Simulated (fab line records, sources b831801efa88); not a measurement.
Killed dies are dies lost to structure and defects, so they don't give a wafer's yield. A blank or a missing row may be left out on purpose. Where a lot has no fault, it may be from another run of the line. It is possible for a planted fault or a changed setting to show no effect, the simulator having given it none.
fab line records	flow sfq_line
record: lots: 14	wafers: 42	last_day: 88
route steps=325 shown I5@228 C5@248 M6@261
lots that met no fault: from a run of the same line without faults
start_h: hours from the record's first day to the start of the lot's first wafer shown	wait_h: hours from the lot's prior step to this one	" repeats the value in the row above	L1.1+2: a row that stands for several wafers	- no value, or no start given	* or withheld: withheld	< > ~ a bound
route shown NAME@n: NAME is a module with steps in the file, n the number in the route of the first one	usual: mean/standard deviation of fault-free wafers	same: alike in all rows	chamber/n: place in a boat	sites: the reading at each site	_std_site: the standard deviation of these	_edge_site: the outer-site mean with the inner-site mean subtracted	radius_mm: for every site, how far away it sits from the centre of the wafer	mask NAME#n: copy n	behind: the last tool/chamber to shape the wafer	hold: why the lot was held/for how many hours/how that ended	device: names the non-switching transistor (n, p or np)	end of line: at the end of the route, the tests of the same wafers	a step with no rows: only its recipe	killed: dies lost to structure and defects at the first sort, not the wafer's yield	map: shows each die of a wafer: x if killed, . if not, _ if none is there
set.NAME: setting as actually run; set.NAME@STEP: the setting as run at that earlier step	model.NAME: the simulator's own value behind a step, which no gauge read
route steps across a sampled set of lots; one table per step, one row per wafer
services: when a tool's chamber went out of use (start_h, in hours from the record's first day, below 0 if earlier), for how many hours, and the reason
== steps ==
step: SFQ_TRILAYER_A5C_DEP_PECVD_142
recipe: material: SiO2	temp_c: 150	time_s: 15.556	pressure_torr: 2.4	rf_w: 183.3	precursor: SiH4/N2O	target_thk_nm: 70
usual: heater_power_w: 83/11	susceptor_temp_C: 149.99/0.14	throttle_valve_pct: 24.6/1.2
lot.wafer	tool	chamber	start_h	wait_h	heater_power_w	since_wet_clean_h	susceptor_temp_C	throttle_valve_pct
L223.1	pecvd-04	1	1546.45	0.0	107	216	149.99	23.5
L223.4	"	1	"	"	102	-	149.98	23.4
L223.5	"	0	"	"	77	-	150.11	23.0
L224.1	pecvd-04	2	1556.05	0.0	87	225	150.05	24.3
L224.3	"	0	"	"	69	225	149.95	23.3
L224.5	"	1	"	"	101	-	149.96	23.5
L225.3	pecvd-01	1	1559.65	0.0	88	612	150.12	23.2
L225.5	"	1	"	"	87	-	150.04	23.2
L225.6	"	0	"	"	95	-	149.70	24.4
L227.1	pecvd-03	1	1564.45	0.0	81	987	150.06	25.6
L227.2	"	0	"	"	80	987	149.94	24.7
L227.3	"	2	"	"	68	987	150.15	27.1
L229.1	pecvd-03	1	1575.20	0.0	77	997	150.26	25.9
L229.3	"	2	"	"	70	997	149.87	27.0
L229.5	"	1	"	"	75	-	150.03	25.8
L230.1	pecvd-01	1	1576.19	0.0	93	629	150.14	23.2
L230.2	"	2	"	"	71	629	149.83	23.8
L230.6	"	1	"	"	93	-	149.87	23.2
L234.3	pecvd-04	1	1580.99	0.0	108	250	150.03	23.6
L234.4	"	2	"	"	79	-	149.85	24.3
L234.6	"	0	"	"	79	-	150.01	23.3
L236.1	pecvd-04	0	1583.39	0.0	72	253	150.12	23.0
L236.2	"	1	"	"	105	253	149.76	23.6
L236.3	"	2	"	"	90	253	150.14	24.5
L240.1	pecvd-01	2	1598.88	0.0	78	652	150.03	24.0
L240.2	"	1	"	"	90	652	149.93	23.5
L240.4	"	0	"	"	90	-	150.20	24.5
L242.3	pecvd-01	2	1665.06	0.0	70	718	150.06	23.7
L242.5	"	1	"	"	87	-	150.15	23.2
L242.6	"	2	"	"	72	-	150.04	23.8
L243.1	pecvd-03	1	1675.18	0.0	75	1097	150.10	25.7
L243.2	"	0	"	"	80	1097	149.71	24.7
L243.5	"	1	"	"	73	-	150.04	25.7
L244.2	pecvd-03	1	1688.69	0.0	82	1111	149.70	26.1
L244.3	"	2	"	"	73	1111	150.12	26.9
L244.6	"	0	"	"	82	-	149.79	24.5
L245.1	pecvd-04	0	1689.35	0.0	70	359	150.02	23.5
L245.2	"	1	"	"	99	359	150.29	23.8
L245.4	"	2	"	"	93	-	149.89	24.8
L246.1	pecvd-04	2	1900.40	0.0	88	570	149.95	24.9
L246.2	"	1	"	"	106	570	150.10	24.8
L246.5	"	0	"	"	72	-	149.83	24.0
step: SFQ_TRILAYER_I5_BARC_OPEN_VIA_ETCH_200
recipe: mask_material: PR	chemistry: O2	target_depth_nm: 125	target: BARC	source_w: 500	bias_w: 80	pressure_mtorr: 30	time_s: 41.7
usual: drypump_motor_current_A: 5.8/0.62	oes_product_au: 0.686/0.0047
lot.wafer	tool	chamber	start_h	wait_h	drypump_motor_current_A	oes_product_au	rf_hours_counter_h
L223.1	rie_diel-03	0	1549.27	0.0	6.3	0.686	19
L223.4	"	1	"	"	6.5	0.686	7
L223.5	"	1	"	"	6.5	0.682	-
L224.1	rie_diel-03	3	1559.68	0.0	5.9	0.688	10
L224.3	"	2	"	"	5.3	0.690	14
L224.5	"	3	"	"	5.9	0.688	-
L225.3	rie_diel-02	3	1561.96	0.0	5.7	0.682	8
L225.5	"	2	"	"	5.3	0.682	-
L225.6	"	3	"	"	5.7	0.674	-
L227.1	rie_diel-03	1	1566.76	0.0	6.6	0.684	7
L227.2	"	3	"	"	5.9	0.687	10
L227.3	"	2	"	"	5.3	0.684	14
L229.1	rie_diel-01	2	1692.20	0.0	6.8	0.688	13
L229.3	"	0	"	"	5.3	0.683	2
L229.5	"	0	"	"	5.3	0.679	-
L230.1	rie_diel-03	3	1693.40	0.0	5.9	0.680	13
L230.2	"	0	"	"	6.3	0.690	1
L230.6	"	1	"	"	6.6	0.692	-
L234.3	rie_diel-01	0	1699.40	0.0	5.3	0.692	2
L234.4	"	2	"	"	6.8	0.683	13
L234.6	"	3	"	"	6.8	0.685	-
L236.1	rie_diel-02	3	1704.20	0.0	5.7	0.692	10
L236.2	"	0	"	"	5.8	0.687	8
L236.3	"	1	"	"	5.2	0.687	16
L240.1	rie_diel-03	0	1719.80	0.0	6.3	0.691	1
L240.2	"	1	"	"	6.6	0.686	10
L240.4	"	3	"	"	5.9	0.679	13
L242.3	rie_diel-01	3	1786.30	0.0	6.8	0.685	18
L242.5	"	1	"	"	4.8	0.690	-
L242.6	"	0	"	"	5.3	0.694	-
L243.1	rie_diel-03	1	1795.90	0.0	6.6	0.679	11
L243.2	"	0	"	"	6.3	0.678	3
L243.5	"	2	"	"	5.3	0.685	-
L244.2	rie_diel-03	2	1810.30	0.0	5.3	0.689	18
L244.3	"	0	"	"	6.3	0.682	3
L244.6	"	3	"	"	5.8	0.695	-
L245.1	rie_diel-02	3	1811.50	0.0	5.7	0.680	11
L245.2	"	1	"	"	5.2	0.684	18
L245.4	"	2	"	"	5.3	0.685	1
L246.1	rie_diel-01	1	1902.71	0.0	4.8	0.681	12
L246.2	"	3	"	"	6.7	0.681	1
L246.5	"	0	"	"	5.3	0.674	-
step: SFQ_TRILAYER_I5_STRIP_STRIP_148
recipe: gas: O2	power_w: 200	platen_temp_c: 40	overash_fraction: 0.65	chemistry: O2	pressure_mtorr: 50
usual: drypump_motor_current_A: 5.7/0.34	he_backside_leak_sccm: 3.61/0.23	oes_product_au: 1.000/0.0071
lot.wafer	tool	chamber	start_h	wait_h	drypump_motor_current_A	he_backside_leak_sccm	oes_product_au	rf_hours_counter_h
L223.1	rie_metal-01	0	1549.46	-	5.6	3.52	0.988	10
L223.4	"	0	"	"	5.6	3.55	0.990	-
L223.5	"	0	"	"	5.6	3.60	0.992	-
L224.1	rie_metal-03	0	1559.87	-	6.5	3.35	0.992	6
L224.3	"	1	"	"	6.0	3.77	1.001	-
L224.5	"	0	"	"	6.5	3.54	0.997	-
L225.3	rie_metal-03	1	1562.35	-	6.0	3.64	0.996	-
L225.5	"	0	"	"	6.4	3.35	0.983	-
L225.6	"	1	"	"	6.0	3.64	1.005	-
L227.1	rie_metal-01	0	1566.95	-	5.6	3.55	0.989	13
L227.2	"	1	"	"	5.6	4.07	0.998	103
L227.3	"	0	"	"	5.6	3.67	0.987	-
L229.1	rie_metal-01	0	1692.39	-	5.6	3.63	0.984	25
L229.3	"	0	"	"	5.6	3.52	1.005	-
L229.5	"	1	"	"	5.6	3.96	1.013	-
L230.1	rie_metal-03	0	1693.59	-	6.4	3.72	0.997	23
L230.2	"	1	"	"	6.0	3.84	1.005	89
L230.6	"	0	"	"	6.5	3.83	0.987	-
L234.3	rie_metal-02	1	1699.99	-	5.4	3.54	0.994	-
L234.4	"	1	"	"	5.4	3.54	1.004	-
L234.6	"	1	"	"	5.4	3.34	0.995	-
L236.1	rie_metal-02	1	1704.39	-	5.4	3.45	1.001	50
L236.2	"	1	"	"	5.4	3.48	0.996	-
L236.3	"	1	"	"	5.4	3.61	1.000	-
L240.1	rie_metal-01	0	1719.99	-	5.6	3.63	0.996	29
L240.2	"	1	"	"	5.6	3.83	1.000	119
L240.4	"	1	"	"	5.6	3.95	0.996	-
L242.3	rie_metal-02	0	1786.68	-	5.8	3.66	1.006	-
L242.5	"	0	"	"	5.7	3.32	0.998	-
L242.6	"	1	"	"	5.4	3.50	1.012	-
L243.1	rie_metal-01	1	1796.08	-	5.6	3.42	0.994	129
L243.2	"	0	"	"	5.6	3.49	1.001	39
L243.5	"	1	"	"	5.6	3.35	0.995	-
L244.2	rie_metal-01	0	1810.68	-	5.6	3.68	0.991	-
L244.3	"	0	"	"	5.6	3.60	1.002	-
L244.6	"	0	"	"	5.6	3.59	0.995	-
L245.1	rie_metal-02	0	1811.68	-	5.7	3.48	1.004	15
L245.2	"	1	"	"	5.4	3.61	1.013	65
L245.4	"	0	"	"	5.7	3.55	1.003	-
L246.1	rie_metal-02	1	1902.90	-	5.4	3.62	1.011	79
L246.2	"	0	"	"	5.7	3.76	0.999	28
L246.5	"	0	"	"	5.7	3.52	0.999	-
step: SFQ_TRILAYER_C5_ETCH_VIA_ETCH_154
recipe: target: SiO2	mask_material: PR	chemistry: CHF3	target_depth_nm: 84	source_w: 500	bias_w: 80	pressure_mtorr: 30	time_s: withheld	stop_on: Nb
usual: drypump_motor_current_A: 5.7/0.64	oes_product_au: 0.896/0.0098
lot.wafer	tool	chamber	start_h	wait_h	drypump_motor_current_A	oes_product_au
L223.1	rie_diel-04	0	1672.92	0.0	5.3	0.882
L223.4	"	1	"	"	5.3	0.898
L223.5	"	0	"	"	5.3	0.900
L224.1	rie_diel-01	3	1680.12	0.0	6.7	0.894
L224.3	"	0	"	"	5.3	0.894
L224.5	"	3	"	"	6.7	0.903
L225.3	rie_diel-04	0	1682.64	0.0	5.4	0.878
L225.5	"	0	"	"	5.3	0.888
L225.6	"	1	"	"	5.3	0.891
L227.1	rie_diel-04	3	1685.79	0.0	6.6	0.900
L227.2	"	2	"	"	5.5	0.893
L227.3	"	0	"	"	5.3	0.902
L229.1	rie_diel-04	1	1695.49	0.0	5.3	0.915
L229.3	"	3	"	"	6.6	0.903
L229.5	"	1	"	"	5.3	0.915
L230.1	rie_diel-01	3	1696.89	0.0	6.7	0.893
L230.2	"	0	"	"	5.3	0.886
L230.6	"	1	"	"	4.8	0.886
L234.3	rie_diel-01	1	1703.29	0.0	4.8	0.885
L234.4	"	2	"	"	6.7	0.899
L234.6	"	2	"	"	6.7	1.003
L236.1	rie_diel-01	0	1708.29	0.0	5.3	0.991
L236.2	"	2	"	"	6.8	1.007
L236.3	"	3	"	"	6.7	0.903
L240.1	rie_diel-01	1	1723.09	0.0	4.8	0.897
L240.2	"	0	"	"	5.3	0.892
L240.4	"	2	"	"	6.8	0.887
L242.3	rie_diel-01	2	1881.54	0.0	6.7	0.884
L242.5	"	1	"	"	4.8	0.880
L242.6	"	0	"	"	5.3	0.890
L243.1	rie_diel-02	2	1904.34	0.0	5.4	0.901
L243.2	"	0	"	"	5.9	0.902
L243.5	"	3	"	"	5.7	0.914
L244.2	rie_diel-04	2	1915.14	0.0	5.5	0.901
L244.3	"	0	"	"	5.4	0.896
L244.6	"	2	"	"	5.5	0.903
L245.1	rie_diel-02	2	1916.34	0.0	5.4	0.888
L245.2	"	0	"	"	5.9	0.902
L245.4	"	2	"	"	5.4	0.894
L246.1	rie_diel-04	3	1939.24	0.0	6.6	0.886
L246.2	"	2	"	"	5.5	0.880
L246.5	"	2	"	"	5.5	0.888
step: SFQ_M6_OVL_MEAS_940
usual: M6_OVL: 2/5.4
lot.wafer	tool	chamber	start_h	wait_h	M6_OVL[nm]
L223.1	overlay-01	-	1794.66	0.1	0
L223.4	"	-	"	"	-2
L223.5	"	-	"	"	-6
L224.1	overlay-02	-	1799.46	0.1	0
L224.3	"	-	"	"	1
L224.5	"	-	"	"	-3
L225.3	overlay-02	-	1804.27	0.1	0
L225.5	"	-	"	"	7
L225.6	"	-	"	"	-1
L227.1	overlay-02	-	1809.06	0.1	-7
L227.2	"	-	"	"	-3
L227.3	"	-	"	"	-3
L229.1	overlay-01	-	1818.66	0.1	6
L229.3	"	-	"	"	4
L229.5	"	-	"	"	4
L230.1	overlay-01	-	1819.86	0.1	-2
L230.2	"	-	"	"	3
L230.6	"	-	"	"	-2
L234.3	overlay-01	-	1825.87	0.1	0
L234.4	"	-	"	"	-2
L234.6	"	-	"	"	-3
L236.1	overlay-01	-	1829.46	0.1	3
L236.2	"	-	"	"	6
L236.3	"	-	"	"	9
L240.1	overlay-01	-	1846.26	0.1	-3
L240.2	"	-	"	"	3
L240.4	"	-	"	"	5
L242.3	overlay-02	-	1887.16	0.1	-2
L242.5	"	-	"	"	-3
L242.6	"	-	"	"	8
L243.1	overlay-01	-	1907.72	0.1	-1
L243.2	"	-	"	"	3
L243.5	"	-	"	"	1
L244.2	overlay-01	-	1919.12	0.1	-5
L244.3	"	-	"	"	-3
L244.6	"	-	"	"	-3
L245.1	overlay-01	-	1920.32	0.1	15
L245.2	"	-	"	"	5
L245.4	"	-	"	"	11
L246.1	overlay-02	-	1956.94	0.1	9
L246.2	"	-	"	"	6
L246.5	"	-	"	"	10
== services ==
tool	chamber	start_h	hours	kind
rie_diel-04	0	1522.65	16.6	repair
rie_diel-04	3	1524.35	1.8	repair
rie_diel-03	3	1532.17	1.8	repair
rie_diel-01	2	1565.34	6.6	repair
rie_diel-04	2	1583.18	6.8	repair
rie_diel-01	-	1590.82	2.3	repair
rie_diel-03	0	1593.63	6.4	repair
pecvd-04	-	1598.36	14.6	pm
rie_metal-01	-	1608.60	0.2	repair
rie_diel-01	1	1620.43	6.9	repair
rie_diel-03	-	1654.97	2.8	pm
rie_diel-01	3	1733.54	7.7	repair
rie_diel-01	2	1759.63	7.6	repair
rie_diel-03	0	1763.70	10.7	repair
rie_diel-01	-	1793.11	2.8	pm
rie_diel-01	3	1797.68	2.1	repair
rie_diel-01	1	1800.83	5.4	repair
rie_diel-03	1	1819.85	5.8	repair
rie_diel-03	3	1824.21	4.5	repair
rie_diel-03	2	1865.03	2.1	repair
rie_diel-01	3	1870.06	10.9	repair
rie_diel-03	0	1882.75	1.6	repair
rie_diel-01	1	1888.55	1.8	repair
rie_diel-03	1	1889.05	3.6	repair
== key ==
first_sign: step: SFQ_TRILAYER_C5_ETCH_VIA_ETCH_154	reading: oes_product_au	direction: up	sigmas: 11	usual: 0.896	struck: 1.000
effect none on later readings
met_at SFQ_TRILAYER_A5C_DEP_PECVD_142
struck_lots L234,L236
struck_wafers L234.6,L236.1,L236.2
not_acting_at SFQ_TRILAYER_I5_BARC_OPEN_VIA_ETCH_200,SFQ_TRILAYER_I5_STRIP_STRIP_148,SFQ_M6_OVL_MEAS_940
onset_between 1556.05 1580.99
fault: kind: process_parameter_drift	tool: pecvd-04	chamber: -	onset_h: 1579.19	steps: SFQ_TRILAYER_A5C_DEP_PECVD_142	channel: target_thk_nm	offset: 35.449	shape: step	end_h: 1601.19	scope: struck_wafers_only	acts_in: these_recipes_only	stated: 70
